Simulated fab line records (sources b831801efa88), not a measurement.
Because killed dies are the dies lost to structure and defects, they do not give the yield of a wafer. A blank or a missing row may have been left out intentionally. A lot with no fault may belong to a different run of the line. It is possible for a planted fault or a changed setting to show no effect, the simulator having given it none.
Which tool did it? :: flow sky130 :: 12 lots, 36 wafers sampled, at 3 steps of a route of 708

WHAT EACH GAUGE READ, for each wafer
SKY_VIA2_OVL_MEAS_13.
lot: L075
measured: day 36 22:30
on: overlay-02
VIA2_OVL (nm): 9 2 -3

lot: L077
measured: day 37 13:42
on: overlay-02
VIA2_OVL (nm): 2 2 3

lot: L079
measured: day 38 02:05
on: overlay-01
VIA2_OVL (nm): -5 2 -7

lot: L081
measured: day 38 19:44
on: overlay-02
VIA2_OVL (nm): 7 13 0

lot: L083
measured: day 39 12:18
on: overlay-01
VIA2_OVL (nm): 4 -10 -3

lot: L084
measured: day 39 20:17
on: overlay-02
VIA2_OVL (nm): -2 1 -5

lot: L087
measured: day 40 10:38
on: overlay-02
VIA2_OVL (nm): -6 10 7

lot: L089
measured: day 41 10:04
on: overlay-01
VIA2_OVL (nm): 1 6 8

lot: L090
measured: day 41 18:30
on: overlay-01
VIA2_OVL (nm): 8 2 11

lot: L093
measured: day 42 06:26
on: overlay-01
VIA2_OVL (nm): 7 0 9

lot: L094
measured: day 42 08:42
on: overlay-02
VIA2_OVL (nm): -6 -5 5

lot: L097
measured: day 43 04:08
on: overlay-01
VIA2_OVL (nm): 5 9 1

TOOL THAT RAN EACH LOT (tool first, then ch and the chambers of the sampled wafers, then the start)
lot: L075
SKY_METAL1_SPUTTER_03: pvdSputter-01, day 32 08:47
SKY_METAL2_SPUTTER_00: pvdSputter-02, day 34 17:09

lot: L077
SKY_METAL1_SPUTTER_03: pvdSputter-03, day 33 01:22
SKY_METAL2_SPUTTER_00: pvdSputter-03, day 35 08:33

lot: L079
SKY_METAL1_SPUTTER_03: pvdSputter-03, day 33 14:08
SKY_METAL2_SPUTTER_00: pvdSputter-03, day 35 20:58

lot: L081
SKY_METAL1_SPUTTER_03: pvdSputter-01, day 34 07:07
SKY_METAL2_SPUTTER_00: pvdSputter-04, day 36 14:15

lot: L083
SKY_METAL1_SPUTTER_03: pvdSputter-04, day 35 00:07
SKY_METAL2_SPUTTER_00: pvdSputter-03, day 37 07:33

lot: L084
SKY_METAL1_SPUTTER_03: pvdSputter-03, day 35 10:19
SKY_METAL2_SPUTTER_00: pvdSputter-04, day 37 16:55

lot: L087
SKY_METAL1_SPUTTER_03: pvdSputter-03, day 36 00:46
SKY_METAL2_SPUTTER_00: pvdSputter-04, day 38 07:23

lot: L089
SKY_METAL1_SPUTTER_03: pvdSputter-01, day 37 02:25
SKY_METAL2_SPUTTER_00: pvdSputter-02, day 39 08:04

lot: L090
SKY_METAL1_SPUTTER_03: pvdSputter-03, day 37 11:04
SKY_METAL2_SPUTTER_00: pvdSputter-04, day 39 16:01

lot: L093
SKY_METAL1_SPUTTER_03: pvdSputter-03, day 38 00:34
SKY_METAL2_SPUTTER_00: pvdSputter-03, day 40 05:20

lot: L094
SKY_METAL1_SPUTTER_03: pvdSputter-04, day 38 02:22
SKY_METAL2_SPUTTER_00: pvdSputter-03, day 40 07:05

lot: L097
SKY_METAL1_SPUTTER_03: pvdSputter-01, day 38 23:28
SKY_METAL2_SPUTTER_00: pvdSputter-02, day 41 03:38
- SKY_METAL1_SPUTTER_03: material Ti, target thk 5 nm, time 3.3 s.
- SKY_METAL2_SPUTTER_00: material Ti, target thk 15 nm, time 10 s.

THE ANSWER, worked out from the rows above alone
Rule: the usual values come from the lots themselves. Put in order of their means at a reading, lots are off if they are a third of the lots or fewer, leave a main group of 4 or more, and stand apart from it by a gap of 3 or more times the standard deviation of the main group's means; of several such gaps the widest counts. The tables above print the reading to a certain number of digits; a main group whose means all agree to those digits is not used. Also off: a lot with no number at a reading for which 4 or more lots have one. Any other lot the step has rows for is counted as sound.
No lot is off at any reading shown: from this, nothing can be told.

WHAT THE SIMULATOR PUT IN
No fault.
